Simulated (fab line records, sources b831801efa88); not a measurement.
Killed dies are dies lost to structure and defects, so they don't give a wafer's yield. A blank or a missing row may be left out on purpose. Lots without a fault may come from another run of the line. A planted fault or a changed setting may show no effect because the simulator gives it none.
Which tool did it? | flow gf180mcu | 15 lots, 45 wafers sampled, at 4 steps of a route of 602

WHAT THE GAUGES READ, wafer by wafer
GF_NWELL_OVL_MEAS_07. Usual: NWELL_OVL -0.1 nm, standard deviation 1.3.
lot  | measured    | on         | NWELL_OVL (nm) | flag
L726 | day 3 13:10 | overlay-02 | -0.4 -2.3 -1.2 |
L728 | day 3 23:29 | overlay-02 | -1.1 -0.2 -0.1 |
L729 | day 4 04:14 | overlay-01 | 1.2 -0.5 1.6   |
L730 | day 4 09:52 | overlay-02 | -0.9 1.0 -0.7  |
L731 | day 4 16:10 | overlay-01 | -1.7 -2.7 -1.6 |
L732 | day 4 21:07 | overlay-02 | 0.7 -0.8 -1.6  |
L733 | day 5 02:41 | overlay-01 | 1.4 1.0 1.1    |
L734 | day 5 08:40 | overlay-02 | -0.5 -0.5 0.0  |
L735 | day 5 12:58 | overlay-01 | 0.6 0.9 -0.6   |
L741 | day 6 23:04 | overlay-01 | 2.0 0.5 1.5    |
L742 | day 7 07:10 | overlay-01 | -1.3 -1.2 0.0  |
L743 | day 7 08:34 | overlay-01 | 1.2 0.4 0.3    |
L744 | day 7 14:04 | overlay-01 | -1.1 1.4 2.1   |
L746 | day 8 02:22 | overlay-01 | -1.0 -1.2 0.1  |
L748 | day 8 16:07 | overlay-01 | 0.3 0.7 0.0    |

GF_VT_IMPLANT_OVL_MEAS_18. Usual: VT_IMPLANT_01_OVL -0.2 nm, standard deviation 1.3.
lot  | measured     | on         | VT_IMPLANT_01_OVL (nm) | flag
L726 | day 6 12:52  | overlay-01 | 1.9 1.4 0.5            |
L728 | day 7 00:37  | overlay-02 | -2.8 -0.5 -0.4         |
L729 | day 7 11:07  | overlay-01 | -0.7 0.6 -0.8          |
L730 | day 7 11:09  | overlay-01 | -1.2 1.8 1.8           |
L731 | day 8 01:40  | overlay-01 | 2.3 -0.2 0.3           |
L732 | day 8 01:43  | overlay-01 | -1.6 -0.9 -2.8         |
L733 | day 8 03:56  | overlay-01 | 0.7 0.4 -1.5           |
L734 | day 8 19:16  | overlay-01 | -2.3 -1.6 -0.2         |
L735 | day 8 19:59  | overlay-01 | -1.0 2.0 0.0           |
L741 | day 10 07:55 | overlay-02 | 1.8 0.2 2.3            |
L742 | day 10 20:49 | overlay-02 | -2.1 -0.6 -0.6         |
L743 | day 10 23:22 | overlay-01 | 0.5 0.0 0.7            |
L744 | day 11 05:22 | overlay-01 | -1.2 0.3 -1.0          |
L746 | day 11 21:45 | overlay-02 | -0.9 0.3 0.2           |
L748 | day 12 10:04 | overlay-02 | -2.3 0.1 0.4           |

WHICH TOOL RAN EACH LOT (tool, then ch and the chambers of the sampled wafers, then the start)
lot  | GF_STI_STRIP_15                     | GF_MVSD_PEB_05
L726 | plasma_asher-02 ch 0,1, day 2 08:20 | litho_track-03 ch 0, day 4 16:00
L728 | plasma_asher-02 ch 0,1, day 2 16:32 | litho_track-01 ch 0, day 5 02:00
L729 | plasma_asher-04 ch 0,1, day 2 22:10 | litho_track-02 ch 0, day 5 07:00
L730 | plasma_asher-02 ch 0,1, day 3 03:15 | litho_track-02 ch 0, day 5 14:00
L731 | plasma_asher-02 ch 0,1, day 3 08:59 | litho_track-02 ch 0, day 5 20:00
L732 | plasma_asher-04 ch 0,1, day 3 13:50 | litho_track-02, day 6 02:00
L733 | plasma_asher-02 ch 0,1, day 3 18:34 | litho_track-03, day 6 07:00
L734 | plasma_asher-02 ch 0,1, day 3 23:59 | litho_track-01, day 6 14:00
L735 | plasma_asher-04 ch 0,1, day 4 04:43 | litho_track-02 ch 0, day 6 18:00
L741 | plasma_asher-03 ch 0,1, day 5 12:14 | litho_track-03 ch 0, day 8 03:00
L742 | plasma_asher-03 ch 0,1, day 5 16:49 | litho_track-02 ch 0, day 8 16:00
L743 | plasma_asher-03 ch 0, day 5 21:32   | litho_track-03 ch 0, day 8 17:00
L744 | plasma_asher-02 ch 0,1, day 6 03:50 | litho_track-01 ch 0, day 8 23:00
L746 | plasma_asher-03 ch 0,1, day 6 14:22 | litho_track-01 ch 0, day 9 13:00
L748 | plasma_asher-02 ch 0,1, day 7 01:14 | litho_track-02 ch 0, day 10 01:00
- GF_STI_STRIP_15: strips in O2/N2.
- GF_MVSD_PEB_05

WHAT THE TOOLS THEMSELVES READ (means of the sampled wafers that have a number; where no wafer has one, the mark that the record gives instead)
GF_STI_STRIP_15. Usual: drypump_motor_current_A 6.1 A, standard deviation 0.55; heater_power_w 334 W, standard deviation 38; n2_flow_sccm 299.9 sccm, standard deviation 0.73; oes_product_au 0.384 a.u., standard deviation 0.0053; strip_time_to_endpoint_s 3.72 s, standard deviation 0.047.
lot  | tool            | drypump_motor_current_A (A) | heater_power_w (W) | n2_flow_sccm (sccm) | oes_product_au (a.u.) | strip_time_to_endpoint_s (s) | flag
L726 | plasma_asher-02 | 6.7                         | 358                | 299.7               | 0.383                 | 3.69                         |
L728 | plasma_asher-02 | 6.6                         | 354                | 299.3               | 0.382                 | 3.73                         |
L729 | plasma_asher-04 | 5.5                         | 316                | 300.0               | 0.383                 | 3.69                         |
L730 | plasma_asher-02 | 6.7                         | 349                | 300.5               | 0.386                 | 3.78                         |
L731 | plasma_asher-02 | 6.6                         | 358                | 299.5               | 0.388                 | 3.73                         |
L732 | plasma_asher-04 | 5.5                         | 296                | 299.7               | 0.382                 | 3.66                         |
L733 | plasma_asher-02 | 6.6                         | 354                | 300.3               | 0.383                 | 3.68                         |
L734 | plasma_asher-02 | 6.6                         | 356                | 300.5               | 0.381                 | 3.72                         |
L735 | plasma_asher-04 | 5.5                         | 294                | 300.4               | 0.383                 | 3.75                         |
L741 | plasma_asher-03 | 5.8                         | 336                | 298.9               | 0.384                 | 3.69                         |
L742 | plasma_asher-03 | 5.7                         | 330                | 299.8               | 0.381                 | 3.72                         |
L743 | plasma_asher-03 | 5.8                         | 365                | 299.9               | 0.386                 | 3.76                         |
L744 | plasma_asher-02 | 6.6                         | 356                | 299.3               | 0.384                 | 3.66                         |
L746 | plasma_asher-03 | 5.7                         | 336                | 300.2               | 0.381                 | 3.71                         |
L748 | plasma_asher-02 | 6.6                         | 353                | 300.9               | 0.386                 | 3.69                         |

GF_MVSD_PEB_05. Usual: chill_plate_temp_C 23.02 C, standard deviation 0.11; exhaust_pa 45.4 Pa, standard deviation 0.92.
lot  | tool           | chill_plate_temp_C (C) | exhaust_pa (Pa) | flag
L726 | litho_track-03 | 23.14                  | 44.9            |
L728 | litho_track-01 | 23.07                  | 45.6            |
L729 | litho_track-02 | 22.92                  | 46.0            |
L730 | litho_track-02 | 22.94                  | 44.9            |
L731 | litho_track-02 | 22.93                  | 45.7            |
L732 | litho_track-02 | -                      | -               | OFF
L733 | litho_track-03 | -                      | -               | OFF
L734 | litho_track-01 | -                      | -               | OFF
L735 | litho_track-02 | 23.05                  | 44.6            |
L741 | litho_track-03 | 23.19                  | 45.3            |
L742 | litho_track-02 | 23.07                  | 46.3            |
L743 | litho_track-03 | 22.83                  | 44.6            |
L744 | litho_track-01 | 22.98                  | 45.7            |
L746 | litho_track-01 | 22.94                  | 45.8            |
L748 | litho_track-02 | 22.82                  | 45.0            |

THE ANSWER, worked out from the rows above alone
Rule: a lot is off if the mean of its wafers that have a number lies more than 3 standard deviations from the usual mean. A lot without any number at a reading at which 4 lots or more have one is off too. The other lots that the step has rows for count as sound. The gauges are gone through in route order, then the tools' own readings, and for those a lot's mean is taken as printed above. The first step at which some lot is off is used, and at that step the reading that is off furthest; a lot without a number counts as furthest.
Off: L732, L733, L734, at GF_MVSD_PEB_05 (chill_plate_temp_C). Without a number there: L732, L733, L734.
A tool fits if, at that step or a process step before it, it ran every lot that is off, and no sound lot after the first of them. None of those tried fits.

WHAT THE SIMULATOR HAD PUT IN
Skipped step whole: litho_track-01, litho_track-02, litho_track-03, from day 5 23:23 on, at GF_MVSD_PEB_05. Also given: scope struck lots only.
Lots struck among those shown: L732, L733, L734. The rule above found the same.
